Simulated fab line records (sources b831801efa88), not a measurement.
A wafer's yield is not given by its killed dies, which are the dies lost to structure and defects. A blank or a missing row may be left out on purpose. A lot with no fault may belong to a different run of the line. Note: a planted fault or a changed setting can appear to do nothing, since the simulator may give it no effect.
Chamber matching + flow gf180mcu + GF_STI_ETCH_14 on rie_si-02 has 4 sister chambers
The step etches Si in HBr/Cl2/O2, target depth 360 nm, time 102.9 s. 7 wafers are shown with their chamber, then 8 later ones without.

EACH WAFER AND ITS CHAMBER
| wafer  | chamber | oes_product_au (a.u.) | throttle_valve_pct (%) |
|--------|---------|-----------------------|------------------------|
| L330.1 | 1       | 1.012                 | 25.660                 |
| L330.3 | 3       | 1.013                 | 25.647                 |
| L330.5 | 1       | 1.017                 | 25.644                 |
| L331.1 | 0       | 1.019                 | 25.651                 |
| L331.2 | 3       | 1.002                 | 25.657                 |
| L331.6 | 2       | 0.999                 | 25.663                 |
| L332.1 | 2       | 0.999                 | 25.649                 |

WAFERS MISSING THEIR CHAMBER
| wafer  | oes_product_au (a.u.) | throttle_valve_pct (%) |
|--------|-----------------------|------------------------|
| L332.2 | 1.012                 | 25.659                 |
| L332.5 | 0.998                 | 25.645                 |
| L339.3 | 1.013                 | 25.644                 |
| L339.5 | 1.004                 | 25.663                 |
| L339.6 | 1.007                 | 25.646                 |
| L344.2 | 1.018                 | 25.641                 |
| L344.4 | 1.010                 | 25.663                 |
| L344.6 | 1.006                 | 25.645                 |

WHICH CHAMBER EACH ONE RAN IN
| wafer  | from the rows above               | in truth |
|--------|-----------------------------------|----------|
| L332.2 | can't be placed: 1 or 3 or 0 or 2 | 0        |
| L332.5 | can't be placed: 2 or 3           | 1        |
| L339.3 | can't be placed: 1 or 3 or 0      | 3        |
| L339.5 | can't be placed: 2 or 3 or 1      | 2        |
| L339.6 | can't be placed: 3 or 1 or 2 or 0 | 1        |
| L344.2 | can't be placed: 0 or 1 or 3      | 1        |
| L344.4 | can't be placed: 3 or 1 or 0 or 2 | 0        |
| L344.6 | can't be placed: 3 or 2 or 1 or 0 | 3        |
Correct placement for 0 of the 8. Cannot be placed on the basis of these rows: 8; the candidates contain the true chamber in 7. Wrongly placed: 0.
How it was worked out, from the rows above alone: a wafer's distance from a chamber is the root of the sum, over the readings, of the square of ((its reading less the chamber's mean) divided by the reading's scatter). If the next closest chamber is less than 2 further off than the closest, the wafer can't be placed; otherwise it belongs to the closest. For every chamber, the mean is computed from those of its wafers that are shown. The scatter: take each reading less its chamber's mean, square it, sum over the shown wafers, divide by the number of wafers less the number of chambers, and take the root.
